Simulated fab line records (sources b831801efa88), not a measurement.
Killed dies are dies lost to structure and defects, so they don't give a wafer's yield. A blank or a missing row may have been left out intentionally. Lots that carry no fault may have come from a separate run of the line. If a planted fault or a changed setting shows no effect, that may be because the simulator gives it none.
Which tool is to blame?	flow gf180mcu	14 lots with 42 wafers sampled at 5 steps, on a route of 602 steps

## WHAT THE GAUGES READ, wafer by wafer
GF_MVSD_TW_MEAS_11.
lot	measured	on	MVSD_TW
L436	day 4 10:43	film metro-02	1577 1590 1580
L438	day 4 20:20	film metro-01	1558 1574 1566
L439	day 5 01:46	film metro-02	1596 1590 1589
L440	day 5 11:04	film metro-02	1592 1595 1584
L441	day 5 14:40	film metro-02	1583 1597 1588
L443	day 6 08:20	film metro-04	1545 1558 1550
L444	day 6 12:14	film metro-01	1560 1556 1561
L445	day 6 18:26	film metro-02	1589 1591 1587
L446	day 7 00:02	film metro-01	1562 1563 1565
L447	day 7 04:11	film metro-04	1549 1553 1546
L448	day 7 10:04	film metro-04	1542 1545 1552
L449	day 7 14:07	film metro-01	1561 1561 1569
L452	day 8 08:59	film metro-04	1555 1556 1558
L456	day 9 09:05	film metro-02	1590 1593 1592

GF_VT_IMPLANT_TW_MEAS_32.
lot	measured	on	VT_IMPLANT_3_TW
L436	day 6 19:52	film metro-03	263.6 266.4 265.6
L438	day 7 09:02	film metro-02	269.8 271.5 271.0
L439	day 7 13:32	film metro-01	266.6 265.7 266.2
L440	day 8 01:04	film metro-01	266.0 266.5 266.7
L441	day 8 04:46	film metro-02	272.5 270.1 270.9
L443	day 9 00:47	film metro-03	267.8 265.8 266.2
L444	day 9 05:44	film metro-02	270.2 271.4 269.3
L445	day 9 12:25	film metro-02	270.0 269.6 267.3
L446	day 9 18:23	film metro-03	265.0 266.9 266.5
L447	day 9 23:20	film metro-03	267.2 267.4 266.0
L448	day 10 05:05	film metro-02	271.9 272.0 270.4
L449	day 10 09:16	film metro-02	270.8 271.2 272.2
L452	day 11 06:41	film metro-02	268.7 269.6 269.1
L456	day 12 10:13	film metro-03	264.3 263.8 264.8

GF_DUAL_GATE_THK_MEAS_03.
lot	measured	on	DUAL_GATE_OXIDATION_00_THK (nm)
L436	day 7 14:45	film metro-01	10.82 10.95 10.83
L438	day 8 03:20	film metro-04	10.83 10.73 10.67
L439	day 8 07:39	film metro-01	10.84 10.79 10.87
L440	day 8 19:55	film metro-01	10.83 10.69 10.89
L441	day 9 00:33	film metro-01	11.14 10.96 11.00
L443	day 9 22:06	film metro-01	10.40 10.24 10.62
L444	day 10 01:17	film metro-04	10.60 10.55 10.46
L445	day 10 07:44	film metro-03	10.40 10.36 10.45
L446	day 10 14:37	film metro-03	10.95 10.99 10.90
L447	day 10 19:19	film metro-01	11.02 10.65 10.65
L448	day 11 01:59	film metro-04	10.73 10.64 10.93
L449	day 11 05:53	film metro-03	10.74 11.00 10.75
L452	day 12 04:55	film metro-03	10.17 9.89 10.15
L456	day 13 09:50	film metro-03	9.94 10.22 10.05

## TOOL THAT RAN EACH LOT (tool first, then ch and the chambers of the sampled wafers, then the start)
lot	GF_VT_IMPLANT_STRIP_31	GF_DUAL_GATE_OXIDATION_02
L436	plasma asher-04 ch 0, day 6 19:46	furnace-02 ch 0, day 7 13:18
L438	plasma asher-04 ch 0,1, day 7 08:56	furnace-01 ch 0, day 8 01:53
L439	plasma asher-04 ch 0,1, day 7 13:26	furnace-02 ch 0, day 8 06:12
L440	plasma asher-04 ch 0,1, day 8 00:58	furnace-02 ch 0, day 8 18:28
L441	plasma asher-03 ch 0,1, day 8 04:40	furnace-01 ch 0, day 8 23:07
L443	plasma asher-03 ch 0,1, day 9 00:41	furnace-02 ch 0, day 9 20:39
L444	plasma asher-03 ch 0,1, day 9 05:40	furnace-02 ch 0, day 9 23:50
L445	plasma asher-03 ch 0,1, day 9 12:18	furnace-02 ch 0, day 10 06:16
L446	plasma asher-01 ch 0,1, day 9 18:16	furnace-02 ch 0, day 10 13:09
L447	plasma asher-03 ch 0,1, day 9 23:15	furnace-02 ch 0, day 10 17:51
L448	plasma asher-01 ch 0,1, day 10 04:59	furnace-01 ch 0, day 11 00:32
L449	plasma asher-04 ch 0,1, day 10 09:10	furnace-02 ch 0, day 11 04:26
L452	plasma asher-04 ch 0,1, day 11 06:36	furnace-01 ch 0, day 12 03:27
L456	plasma asher-03 ch 0,1, day 12 10:07	furnace-01 ch 0, day 13 08:23
- GF_VT_IMPLANT_STRIP_31: strips in O2/N2.
- GF_DUAL_GATE_OXIDATION_02: stabilise 600 s, purge 300 s, target thk 10.887 nm.

## WHAT THE TOOLS THEMSELVES READ (means of the sampled wafers that have a number; where no wafer has one, the mark that the record gives instead)
GF_VT_IMPLANT_STRIP_31.
lot	tool	drypump motor current A (A)	heater power w (W)	oes product au (a.u.)	strip time to endpoint s (s)
L436	plasma asher-04	5.3	310	0.711	12.70
L438	plasma asher-04	5.5	337	0.712	12.68
L439	plasma asher-04	5.8	361	0.717	12.57
L440	plasma asher-04	5.6	340	0.721	12.58
L441	plasma asher-03	6.1	293	0.717	12.61
L443	plasma asher-03	6.1	289	0.723	12.62
L444	plasma asher-03	6.1	294	0.714	12.64
L445	plasma asher-03	6.0	283	0.716	12.63
L446	plasma asher-01	5.3	347	0.710	12.63
L447	plasma asher-03	6.1	278	0.717	12.68
L448	plasma asher-01	5.9	380	0.708	12.58
L449	plasma asher-04	5.6	337	0.717	12.64
L452	plasma asher-04	5.6	334	0.719	12.67
L456	plasma asher-03	6.1	293	0.716	12.63

## THE ANSWER, worked out from the rows above alone
Rule: usual is defined by the lots themselves. Put in order of their means at a reading, lots are off if they are a third of the lots or fewer, leave a main group of 4 or more, and stand apart from it by a gap of 3 or more times the standard deviation of the main group's means; of several such gaps the widest counts. If all means in a main group match to the digits the tables above print for the reading, that group is not used. A lot without any number at a reading at which 4 lots or more have one is off too. The other lots that the step has rows for count as sound. After the gauges, taken in route order, come the tools' own readings; for these a lot's mean is taken, as printed above. At the first step where some lot is off, the reading lying furthest off is the one used; lots without a number count as furthest.
None of the lots is off at any reading shown; this tells nothing.

## WHAT THE SIMULATOR HAD INSERTED
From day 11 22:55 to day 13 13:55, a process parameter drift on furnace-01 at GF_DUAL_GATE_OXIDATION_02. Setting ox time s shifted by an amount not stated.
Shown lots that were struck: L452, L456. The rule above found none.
